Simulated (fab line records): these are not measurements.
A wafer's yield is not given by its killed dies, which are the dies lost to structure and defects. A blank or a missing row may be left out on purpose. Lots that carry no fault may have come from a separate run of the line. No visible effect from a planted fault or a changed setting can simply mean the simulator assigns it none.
Struck lot and sound lot, side by side | flow sky130 | 16 out of 708 route steps
Sound: wafers L408.2, L408.4, L408.6. The struck wafers were L423.2, L423.4, L423.5. The cause comes at the end.
At each step with rows: each side's tool, then ch and its chambers, then its first start. Under that, the readings that differ: sound wafers | struck wafers | difference of the means | sigmas: that difference in standard deviations of wafers without a fault.
alike: same words and numbers on both sides, and readings whose means sit less than 2 such deviations apart. not compared: any withheld reading, any reading some wafer has no value for, any bound like >300 that may hide the same value, and any number with overlapping values for which the record gives no deviation.
A row with sigmas, a row that says differs or no value, or rows on one side alone: a step with any of these is where the two part. Non-overlapping numbers with no deviation appear without sigmas and do not part them. A reading that every wafer of one side lacks parts them only if that side has two wafers or more.

first, 5 steps without rows for these wafers: SKY_POLY_GATE_COAT_08 (resist thk 450 nm); SKY_POLY_GATE_SOFTBAKE_09 (time 90 s); SKY_POLY_GATE_EXPOSE_10 (exposes mask P1M, target cd 150 nm); SKY_POLY_GATE_PEB_11; SKY_POLY_GATE_DEVELOP_12 (develop time 60 s).
SKY_POLY_GATE_CD_MEAS_13: the cd target is 150 nm.
  sound on cdSem-01 at day 18 02:40; struck on cdSem-02 at day 23 18:44
  alike: cdNm
SKY_POLY_GATE_OVL_MEAS_14:
  sound on overlay-02 at day 18 02:47; struck on overlay-01 at day 23 18:50
  alike: POLY_GATE_OVL
SKY_POLY_GATE_ETCH_15: etches BARC in N2/H2, stops on SiO2, time 118.5 s, target depth 110 nm.
  sound on rieDiel-02 ch 0,1,2, day 18 02:49; struck on rieDiel-04 ch 0,2, day 23 18:52
  alike: biasW, drypumpMotorCurrentA, oesProductAu, throttleValvePct
  not compared: rfHoursCounterH
SKY_POLY_GATE_ETCH_16: etches Si3N4 in CH3F/O2, stops on poly-Si, time 147.5 s, target depth 75 nm.
  sound on rieDiel-02 ch 0,1,2, day 18 02:53; struck on rieDiel-04 ch 0,2, day 23 18:57
  alike: biasW, drypumpMotorCurrentA, oesProductAu, throttleValvePct
  not compared: rfHoursCounterH
SKY_POLY_GATE_ETCH_17: etches poly-Si in HBr/Cl2, stops on SiO2, target depth 180 nm, time 70.5 s.
  sound on rieSi-02 ch 1,3, day 18 02:59; struck on rieSi-02 ch 0,3, day 23 19:03
  alike: HBr_flow_sccm, biasW, drypumpMotorCurrentA, oesProductAu, throttleValvePct
  not compared: rfHoursCounterH
SKY_POLY_GATE_STRIP_18: strips in O2/N2.
  sound on plasmaAsher-04 ch 0,1, day 18 03:02; struck on plasmaAsher-03 ch 0,1, day 23 19:07
  alike: drypumpMotorCurrentA, oesProductAu, stripTimeToEndpointS
  not compared: rfHoursCounterH
then, 1 step without rows for these wafers: SKY_POLY_GATE_CLEAN_19 (cleans in SC1/SC2, time 150 s).
SKY_POLY_GATE_OXIDATION_20: stabilise 600 s, purge 300 s, target thk 4 nm.
  sound on furnace-01 ch 0, day 18 04:50; struck on furnace-01 ch 0, day 23 19:16
reading                                         | sound             | struck            | difference | sigmas
spikeTcCentreC (C)                              | 849.8 849.2 850.3 | 893.6 895.5 894.1 | +44.6      | +23
spikeTcLowerC (C)                               | 851.5 850.7 850.8 | 844.3 844.5 844.6 | -6.5       | -6
spikeTcUpperC (C)                               | 851.1 848.8 849.4 | 844.9 845.8 843.8 | -4.9       | -5
zonePowerCentrePct (%)                          | 22.1 22.2 21.8    | 41.8 41.7 42.1    | +19.8      | +10
zonePowerLowerPct (%)                           | 15.4 15.5 15.1    | 8.0 7.9 8.0       | -7.4       | -9
zonePowerUpperPct (%)                           | 19.1 18.6 18.6    | 10.0 9.9 10.0     | -8.8       | -6
model.SiO2_of_POLY_GATE_OXIDATION_20.thkNm (nm) | 3.826 3.903 3.81  | 4.662 4.37 4.2    | +0.564     | 
  alike: tubeCenterTempC
SKY_POLY_GATE_THK_MEAS_21:
  sound on filmMetro-01 at day 18 06:10; struck on filmMetro-04 at day 23 20:31
reading                      | sound          | struck         | difference | sigmas
POLY_GATE_OXIDATION_THK (nm) | 3.80 3.89 3.80 | 4.63 4.38 4.21 | +0.58      | +7
SKY_POLY_GATE_CD_MEAS_22:
  sound on cdSem-01 at day 18 06:21; struck on cdSem-02 at day 23 20:43
  alike: cdNm
-- the record jumps here: 27 days lie between the struck wafers' starts before and after (it left off in module POLY_GATE and takes up again in module PAD_OPEN, whose first step shown is number 708 of the route) --
SKY_PAD_OPEN_PROBE_99:
  sound on prober-02 at day 47 06:07; struck on prober-01 at day 50 13:34
reading                      | sound          | struck         | difference | sigmas
model.etest.tipSonos.rsOhmSq | 2632 2624 2609 | 2785 2766 2733 | +140       | 
  alike: killed_at_M0_to_M3, killed_at_M4_up, killedAtContacts, killedAtFrontEnd, killedAtOther, killedDies, killedOpen, killedShort
  not compared: model.etest.tipP.rsOhmSq, model.etest.tipN.rsOhmSq, model.etest.resPdiff.rsOhmSq, model.etest.resPdiffHv.rsOhmSq, model.etest.resNdiff.rsOhmSq

== WHERE THEY PART ==
At SKY_POLY_GATE_OXIDATION_20 first; at SKY_POLY_GATE_THK_MEAS_21 last (within this record only). Later steps at which nothing parts them and some readings are alike: SKY_POLY_GATE_CD_MEAS_22, SKY_PAD_OPEN_PROBE_99.

WHY: what the simulator had put in
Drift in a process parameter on furnace-01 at SKY_POLY_GATE_OXIDATION_20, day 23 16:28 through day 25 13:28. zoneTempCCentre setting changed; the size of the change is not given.
